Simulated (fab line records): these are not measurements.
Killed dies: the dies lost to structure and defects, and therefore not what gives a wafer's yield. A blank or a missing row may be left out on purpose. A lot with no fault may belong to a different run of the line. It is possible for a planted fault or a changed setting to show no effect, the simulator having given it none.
Which tool was responsible? || flow sfq-line || 14 lots with 42 wafers sampled at 5 steps, on a route of 325 steps

WHAT THE GAUGES READ, wafer by wafer
Not one reading of a measure or inspect step in the record can be checked against a usual standard deviation.

WHAT TOOL EACH LOT RAN ON (gives the tool, then ch and the chambers of the sampled wafers, and finally the start)
{"lot": "L571", "SFQ_TRILAYER_I2_VIA_LITHO_COAT_072": "litho-track-01 ch 0, day 38 21:47", "SFQ_TRILAYER_I2_VIA_BARC_OPEN_VIA_ETCH_096": "rie-diel-01 ch 0,2, day 45 08:54", "SFQ_TRILAYER_M5_BARC_OPEN_METAL_ETCH_161": "rie-metal-02 ch 1, day 63 17:35", "SFQ_TRILAYER_R5_DEP_SPUTTER_132": "pvd-sputter-05, day 64 01:12", "SFQ_TRILAYER_M7_DEP_SPUTTER_175": "pvd-sputter-03, day 77 11:21"}
{"lot": "L575", "SFQ_TRILAYER_I2_VIA_LITHO_COAT_072": "litho-track-02 ch 0, day 40 12:49", "SFQ_TRILAYER_I2_VIA_BARC_OPEN_VIA_ETCH_096": "rie-diel-03 ch 0,2, day 46 17:14", "SFQ_TRILAYER_M5_BARC_OPEN_METAL_ETCH_161": "rie-metal-01 ch 0,1, day 68 01:29", "SFQ_TRILAYER_R5_DEP_SPUTTER_132": "pvd-sputter-06, day 69 00:16", "SFQ_TRILAYER_M7_DEP_SPUTTER_175": "pvd-sputter-05, day 79 04:38"}
{"lot": "L576", "SFQ_TRILAYER_I2_VIA_LITHO_COAT_072": "litho-track-02 ch 0, day 41 20:59", "SFQ_TRILAYER_I2_VIA_BARC_OPEN_VIA_ETCH_096": "rie-diel-03 ch 2,3, day 48 03:26", "SFQ_TRILAYER_M5_BARC_OPEN_METAL_ETCH_161": "rie-metal-04 ch 1, day 68 13:44", "SFQ_TRILAYER_R5_DEP_SPUTTER_132": "pvd-sputter-06, day 69 09:16", "SFQ_TRILAYER_M7_DEP_SPUTTER_175": "pvd-sputter-05, day 85 07:46"}
{"lot": "L582", "SFQ_TRILAYER_I2_VIA_LITHO_COAT_072": "litho-track-02 ch 0, day 44 11:03", "SFQ_TRILAYER_I2_VIA_BARC_OPEN_VIA_ETCH_096": "rie-diel-01 ch 1,3, day 50 12:04", "SFQ_TRILAYER_M5_BARC_OPEN_METAL_ETCH_161": "rie-metal-02 ch 0,1, day 70 03:14", "SFQ_TRILAYER_R5_DEP_SPUTTER_132": "pvd-sputter-06, day 70 08:33", "SFQ_TRILAYER_M7_DEP_SPUTTER_175": "pvd-sputter-03, day 88 09:31"}
{"lot": "L583", "SFQ_TRILAYER_I2_VIA_LITHO_COAT_072": "litho-track-02 ch 0, day 44 15:40", "SFQ_TRILAYER_I2_VIA_BARC_OPEN_VIA_ETCH_096": "rie-diel-02 ch 1,2, day 50 16:52", "SFQ_TRILAYER_M5_BARC_OPEN_METAL_ETCH_161": "rie-metal-01 ch 0,1, day 70 09:14", "SFQ_TRILAYER_R5_DEP_SPUTTER_132": "pvd-sputter-05, day 70 14:33", "SFQ_TRILAYER_M7_DEP_SPUTTER_175": "pvd-sputter-04, day 88 17:55"}
{"lot": "L584", "SFQ_TRILAYER_I2_VIA_LITHO_COAT_072": "litho-track-04 ch 0, day 44 23:20", "SFQ_TRILAYER_I2_VIA_BARC_OPEN_VIA_ETCH_096": "rie-diel-03 ch 1,2,3, day 51 00:04", "SFQ_TRILAYER_M5_BARC_OPEN_METAL_ETCH_161": "rie-metal-02 ch 0,1, day 70 18:50", "SFQ_TRILAYER_R5_DEP_SPUTTER_132": "pvd-sputter-05, day 71 00:09", "SFQ_TRILAYER_M7_DEP_SPUTTER_175": "pvd-sputter-03, day 89 06:02"}
{"lot": "L586", "SFQ_TRILAYER_I2_VIA_LITHO_COAT_072": "litho-track-01 ch 0, day 45 10:10", "SFQ_TRILAYER_I2_VIA_BARC_OPEN_VIA_ETCH_096": "rie-diel-01 ch 0,1,2, day 51 10:52", "SFQ_TRILAYER_M5_BARC_OPEN_METAL_ETCH_161": "rie-metal-04 ch 0,1, day 71 04:05", "SFQ_TRILAYER_R5_DEP_SPUTTER_132": "pvd-sputter-05, day 71 09:24", "SFQ_TRILAYER_M7_DEP_SPUTTER_175": "pvd-sputter-05, day 89 20:29"}
{"lot": "L587", "SFQ_TRILAYER_I2_VIA_LITHO_COAT_072": "litho-track-04 ch 0, day 45 11:21", "SFQ_TRILAYER_I2_VIA_BARC_OPEN_VIA_ETCH_096": "rie-diel-02 ch 0,1,3, day 51 12:04", "SFQ_TRILAYER_M5_BARC_OPEN_METAL_ETCH_161": "rie-metal-04 ch 0,1, day 71 07:41", "SFQ_TRILAYER_R5_DEP_SPUTTER_132": "pvd-sputter-06, day 71 13:03", "SFQ_TRILAYER_M7_DEP_SPUTTER_175": "pvd-sputter-03, day 89 21:41"}
{"lot": "L588", "SFQ_TRILAYER_I2_VIA_LITHO_COAT_072": "litho-track-04 ch 0, day 46 04:31", "SFQ_TRILAYER_I2_VIA_BARC_OPEN_VIA_ETCH_096": "rie-diel-02 ch 1,2, day 52 04:52", "SFQ_TRILAYER_M5_BARC_OPEN_METAL_ETCH_161": "rie-metal-01 ch 0,1, day 71 12:30", "SFQ_TRILAYER_R5_DEP_SPUTTER_132": "pvd-sputter-03, day 71 17:48", "SFQ_TRILAYER_M7_DEP_SPUTTER_175": "pvd-sputter-04, day 89 22:55"}
{"lot": "L589", "SFQ_TRILAYER_I2_VIA_LITHO_COAT_072": "litho-track-02 ch 0, day 46 07:43", "SFQ_TRILAYER_I2_VIA_BARC_OPEN_VIA_ETCH_096": "rie-diel-01 ch 0,2, day 52 07:16", "SFQ_TRILAYER_M5_BARC_OPEN_METAL_ETCH_161": "rie-metal-04 ch 0,1, day 71 13:42", "SFQ_TRILAYER_R5_DEP_SPUTTER_132": "pvd-sputter-05, day 71 19:03", "SFQ_TRILAYER_M7_DEP_SPUTTER_175": "pvd-sputter-04, day 90 01:35"}
{"lot": "L590", "SFQ_TRILAYER_I2_VIA_LITHO_COAT_072": "litho-track-04 ch 0, day 46 10:31", "SFQ_TRILAYER_I2_VIA_BARC_OPEN_VIA_ETCH_096": "rie-diel-02 ch 0,1,3, day 52 09:40", "SFQ_TRILAYER_M5_BARC_OPEN_METAL_ETCH_161": "rie-metal-02 ch 0,1, day 71 19:50", "SFQ_TRILAYER_R5_DEP_SPUTTER_132": "pvd-sputter-03, day 72 01:08", "SFQ_TRILAYER_M7_DEP_SPUTTER_175": "pvd-sputter-05, day 90 02:47"}
{"lot": "L591", "SFQ_TRILAYER_I2_VIA_LITHO_COAT_072": "litho-track-04 ch 0, day 46 21:19", "SFQ_TRILAYER_I2_VIA_BARC_OPEN_VIA_ETCH_096": "rie-diel-01 ch 0,1, day 52 20:35", "SFQ_TRILAYER_M5_BARC_OPEN_METAL_ETCH_161": "rie-metal-02 ch 0,1, day 72 00:37", "SFQ_TRILAYER_R5_DEP_SPUTTER_132": "pvd-sputter-05, day 72 05:56", "SFQ_TRILAYER_M7_DEP_SPUTTER_175": "pvd-sputter-04, day 90 11:11"}
{"lot": "L592", "SFQ_TRILAYER_I2_VIA_LITHO_COAT_072": "litho-track-02 ch 0, day 47 15:23", "SFQ_TRILAYER_I2_VIA_BARC_OPEN_VIA_ETCH_096": "rie-diel-01 ch 0,1,3, day 53 16:59", "SFQ_TRILAYER_M5_BARC_OPEN_METAL_ETCH_161": "rie-metal-02 ch 0,1, day 72 03:01", "SFQ_TRILAYER_R5_DEP_SPUTTER_132": "pvd-sputter-05, day 72 08:56", "SFQ_TRILAYER_M7_DEP_SPUTTER_175": "pvd-sputter-04, day 90 14:47"}
{"lot": "L593", "SFQ_TRILAYER_I2_VIA_LITHO_COAT_072": "litho-track-04 ch 0, day 48 02:36", "SFQ_TRILAYER_I2_VIA_BARC_OPEN_VIA_ETCH_096": "rie-diel-01 ch 0,2, day 54 02:35", "SFQ_TRILAYER_M5_BARC_OPEN_METAL_ETCH_161": "rie-metal-02 ch 0,1, day 73 07:15", "SFQ_TRILAYER_R5_DEP_SPUTTER_132": "pvd-sputter-05, day 73 12:34", "SFQ_TRILAYER_M7_DEP_SPUTTER_175": "pvd-sputter-03, day 90 19:34"}
- SFQ_TRILAYER_I2_VIA_LITHO_COAT_072: resist thk 62 nm.
- SFQ_TRILAYER_I2_VIA_BARC_OPEN_VIA_ETCH_096: etches BARC in O2, target depth 125 nm, time 41.7 s.
- SFQ_TRILAYER_M5_BARC_OPEN_METAL_ETCH_161: etches BARC in O2, target depth 125 nm, time 41.7 s.
- SFQ_TRILAYER_R5_DEP_SPUTTER_132: material Ti, target thk 5 nm, time 5 s.
- SFQ_TRILAYER_M7_DEP_SPUTTER_175: material Nb, target thk 200 nm, time 133.3 s.

WHAT THE TOOLS THEMSELVES READ (means of the sampled wafers that have a number; where no wafer has one, the mark that the record gives instead)
SFQ_TRILAYER_I2_VIA_BARC_OPEN_VIA_ETCH_096. Usual: drypump-motor-current-A 5.8 A, standard deviation 0.5; oes-product-au 0.685 a.u., standard deviation 0.0046.
{"lot": "L571", "tool": "rie-diel-01", "drypump-motor-current-A (A)": 5.7, "oes-product-au (a.u.)": 0.687, "flag": ""}
{"lot": "L575", "tool": "rie-diel-03", "drypump-motor-current-A (A)": 5.4, "oes-product-au (a.u.)": 0.664, "flag": "OFF"}
{"lot": "L576", "tool": "rie-diel-03", "drypump-motor-current-A (A)": 5.2, "oes-product-au (a.u.)": 0.660, "flag": "OFF"}
{"lot": "L582", "tool": "rie-diel-01", "drypump-motor-current-A (A)": 5.8, "oes-product-au (a.u.)": 0.681, "flag": ""}
{"lot": "L583", "tool": "rie-diel-02", "drypump-motor-current-A (A)": 5.9, "oes-product-au (a.u.)": 0.689, "flag": ""}
{"lot": "L584", "tool": "rie-diel-03", "drypump-motor-current-A (A)": 5.7, "oes-product-au (a.u.)": 0.684, "flag": ""}
{"lot": "L586", "tool": "rie-diel-01", "drypump-motor-current-A (A)": 5.8, "oes-product-au (a.u.)": 0.685, "flag": ""}
{"lot": "L587", "tool": "rie-diel-02", "drypump-motor-current-A (A)": 5.9, "oes-product-au (a.u.)": 0.683, "flag": ""}
{"lot": "L588", "tool": "rie-diel-02", "drypump-motor-current-A (A)": 5.8, "oes-product-au (a.u.)": 0.686, "flag": ""}
{"lot": "L589", "tool": "rie-diel-01", "drypump-motor-current-A (A)": 5.7, "oes-product-au (a.u.)": 0.688, "flag": ""}
{"lot": "L590", "tool": "rie-diel-02", "drypump-motor-current-A (A)": 5.9, "oes-product-au (a.u.)": 0.683, "flag": ""}
{"lot": "L591", "tool": "rie-diel-01", "drypump-motor-current-A (A)": 6.0, "oes-product-au (a.u.)": 0.687, "flag": ""}
{"lot": "L592", "tool": "rie-diel-01", "drypump-motor-current-A (A)": 5.7, "oes-product-au (a.u.)": 0.685, "flag": ""}
{"lot": "L593", "tool": "rie-diel-01", "drypump-motor-current-A (A)": 5.7, "oes-product-au (a.u.)": 0.685, "flag": ""}

SFQ_TRILAYER_M5_BARC_OPEN_METAL_ETCH_161. Usual: drypump-motor-current-A 6.0 A, standard deviation 0.38; oes-product-au 0.685 a.u., standard deviation 0.0045.
{"lot": "L571", "tool": "rie-metal-02", "drypump-motor-current-A (A)": 6.3, "oes-product-au (a.u.)": 0.688, "flag": ""}
{"lot": "L575", "tool": "rie-metal-01", "drypump-motor-current-A (A)": 5.6, "oes-product-au (a.u.)": 0.683, "flag": ""}
{"lot": "L576", "tool": "rie-metal-04", "drypump-motor-current-A (A)": 6.1, "oes-product-au (a.u.)": 0.689, "flag": ""}
{"lot": "L582", "tool": "rie-metal-02", "drypump-motor-current-A (A)": 6.1, "oes-product-au (a.u.)": 0.685, "flag": ""}
{"lot": "L583", "tool": "rie-metal-01", "drypump-motor-current-A (A)": 5.6, "oes-product-au (a.u.)": 0.686, "flag": ""}
{"lot": "L584", "tool": "rie-metal-02", "drypump-motor-current-A (A)": 5.9, "oes-product-au (a.u.)": 0.692, "flag": ""}
{"lot": "L586", "tool": "rie-metal-04", "drypump-motor-current-A (A)": 6.3, "oes-product-au (a.u.)": 0.684, "flag": ""}
{"lot": "L587", "tool": "rie-metal-04", "drypump-motor-current-A (A)": 6.3, "oes-product-au (a.u.)": 0.689, "flag": ""}
{"lot": "L588", "tool": "rie-metal-01", "drypump-motor-current-A (A)": 5.6, "oes-product-au (a.u.)": 0.687, "flag": ""}
{"lot": "L589", "tool": "rie-metal-04", "drypump-motor-current-A (A)": 6.3, "oes-product-au (a.u.)": 0.685, "flag": ""}
{"lot": "L590", "tool": "rie-metal-02", "drypump-motor-current-A (A)": 6.1, "oes-product-au (a.u.)": 0.687, "flag": ""}
{"lot": "L591", "tool": "rie-metal-02", "drypump-motor-current-A (A)": 6.1, "oes-product-au (a.u.)": 0.681, "flag": ""}
{"lot": "L592", "tool": "rie-metal-02", "drypump-motor-current-A (A)": 6.1, "oes-product-au (a.u.)": 0.684, "flag": ""}
{"lot": "L593", "tool": "rie-metal-02", "drypump-motor-current-A (A)": 5.8, "oes-product-au (a.u.)": 0.682, "flag": ""}

SFQ_TRILAYER_R5_DEP_SPUTTER_132. Usual: cathode-dc-power-W 2000.0 W, standard deviation 0.38; throttle-valve-pct 30.3 %, standard deviation 1.1.
{"lot": "L571", "tool": "pvd-sputter-05", "cathode-dc-power-W (W)": 2000.3, "throttle-valve-pct (%)": 29.0, "flag": ""}
{"lot": "L575", "tool": "pvd-sputter-06", "cathode-dc-power-W (W)": 2000.3, "throttle-valve-pct (%)": 31.6, "flag": ""}
{"lot": "L576", "tool": "pvd-sputter-06", "cathode-dc-power-W (W)": 2000.1, "throttle-valve-pct (%)": 30.8, "flag": ""}
{"lot": "L582", "tool": "pvd-sputter-06", "cathode-dc-power-W (W)": 2000.4, "throttle-valve-pct (%)": 29.4, "flag": ""}
{"lot": "L583", "tool": "pvd-sputter-05", "cathode-dc-power-W (W)": 2000.2, "throttle-valve-pct (%)": 30.0, "flag": ""}
{"lot": "L584", "tool": "pvd-sputter-05", "cathode-dc-power-W (W)": 1999.9, "throttle-valve-pct (%)": 30.5, "flag": ""}
{"lot": "L586", "tool": "pvd-sputter-05", "cathode-dc-power-W (W)": 2000.0, "throttle-valve-pct (%)": 30.1, "flag": ""}
{"lot": "L587", "tool": "pvd-sputter-06", "cathode-dc-power-W (W)": 2000.2, "throttle-valve-pct (%)": 31.0, "flag": ""}
{"lot": "L588", "tool": "pvd-sputter-03", "cathode-dc-power-W (W)": 2000.1, "throttle-valve-pct (%)": 30.2, "flag": ""}
{"lot": "L589", "tool": "pvd-sputter-05", "cathode-dc-power-W (W)": 1999.9, "throttle-valve-pct (%)": 29.8, "flag": ""}
{"lot": "L590", "tool": "pvd-sputter-03", "cathode-dc-power-W (W)": 2000.2, "throttle-valve-pct (%)": 30.8, "flag": ""}
{"lot": "L591", "tool": "pvd-sputter-05", "cathode-dc-power-W (W)": 1999.7, "throttle-valve-pct (%)": 29.9, "flag": ""}
{"lot": "L592", "tool": "pvd-sputter-05", "cathode-dc-power-W (W)": 2000.3, "throttle-valve-pct (%)": 29.6, "flag": ""}
{"lot": "L593", "tool": "pvd-sputter-05", "cathode-dc-power-W (W)": 2000.0, "throttle-valve-pct (%)": 29.9, "flag": ""}

SFQ_TRILAYER_M7_DEP_SPUTTER_175. Usual: cathode-dc-power-W 2000.0 W, standard deviation 0.32; substrate-temp-c 20.00 C, standard deviation 0.11; throttle-valve-pct 29.9 %, standard deviation 0.86.
{"lot": "L571", "tool": "pvd-sputter-03", "cathode-dc-power-W (W)": 1999.8, "substrate-temp-c (C)": 19.96, "throttle-valve-pct (%)": 30.1, "flag": ""}
{"lot": "L575", "tool": "pvd-sputter-05", "cathode-dc-power-W (W)": 1999.9, "substrate-temp-c (C)": 20.07, "throttle-valve-pct (%)": 29.8, "flag": ""}
{"lot": "L576", "tool": "pvd-sputter-05", "cathode-dc-power-W (W)": 1999.8, "substrate-temp-c (C)": 20.06, "throttle-valve-pct (%)": 29.9, "flag": ""}
{"lot": "L582", "tool": "pvd-sputter-03", "cathode-dc-power-W (W)": 2000.2, "substrate-temp-c (C)": 19.96, "throttle-valve-pct (%)": 30.4, "flag": ""}
{"lot": "L583", "tool": "pvd-sputter-04", "cathode-dc-power-W (W)": 2000.0, "substrate-temp-c (C)": 19.90, "throttle-valve-pct (%)": 29.1, "flag": ""}
{"lot": "L584", "tool": "pvd-sputter-03", "cathode-dc-power-W (W)": 2000.2, "substrate-temp-c (C)": 19.97, "throttle-valve-pct (%)": 30.1, "flag": ""}
{"lot": "L586", "tool": "pvd-sputter-05", "cathode-dc-power-W (W)": 2000.1, "substrate-temp-c (C)": 20.08, "throttle-valve-pct (%)": 29.9, "flag": ""}
{"lot": "L587", "tool": "pvd-sputter-03", "cathode-dc-power-W (W)": 2000.0, "substrate-temp-c (C)": 20.05, "throttle-valve-pct (%)": 30.5, "flag": ""}
{"lot": "L588", "tool": "pvd-sputter-04", "cathode-dc-power-W (W)": 1999.7, "substrate-temp-c (C)": 19.98, "throttle-valve-pct (%)": 29.9, "flag": ""}
{"lot": "L589", "tool": "pvd-sputter-04", "cathode-dc-power-W (W)": 1999.9, "substrate-temp-c (C)": 19.98, "throttle-valve-pct (%)": 28.8, "flag": ""}
{"lot": "L590", "tool": "pvd-sputter-05", "cathode-dc-power-W (W)": 1999.9, "substrate-temp-c (C)": 19.92, "throttle-valve-pct (%)": 30.7, "flag": ""}
{"lot": "L591", "tool": "pvd-sputter-04", "cathode-dc-power-W (W)": 2000.2, "substrate-temp-c (C)": 19.94, "throttle-valve-pct (%)": 29.5, "flag": ""}
{"lot": "L592", "tool": "pvd-sputter-04", "cathode-dc-power-W (W)": 1999.9, "substrate-temp-c (C)": 20.02, "throttle-valve-pct (%)": 29.4, "flag": ""}
{"lot": "L593", "tool": "pvd-sputter-03", "cathode-dc-power-W (W)": 2000.1, "substrate-temp-c (C)": 20.01, "throttle-valve-pct (%)": 30.3, "flag": ""}

THE ANSWER, worked out from the rows above alone
Rule: a lot is off if the mean of its wafers that have a number lies more than 3 standard deviations from the usual mean. A lot without any number at a reading at which 4 lots or more have one is off too. The other lots that the step has rows for count as sound. First the gauges in route order, then the tools' own readings, where a lot's mean is used as printed above. The first step at which some lot is off is used, and at that step the reading that is off furthest; a lot without a number counts as furthest.
Off: L575, L576, at SFQ_TRILAYER_I2_VIA_BARC_OPEN_VIA_ETCH_096 (oes-product-au).
A tool fits if, at that step or a process step before it, it ran every lot that is off, and no sound lot after the first of them. Not one of the candidates tried fits.

WHAT HAD BEEN PUT IN BY THE SIMULATOR
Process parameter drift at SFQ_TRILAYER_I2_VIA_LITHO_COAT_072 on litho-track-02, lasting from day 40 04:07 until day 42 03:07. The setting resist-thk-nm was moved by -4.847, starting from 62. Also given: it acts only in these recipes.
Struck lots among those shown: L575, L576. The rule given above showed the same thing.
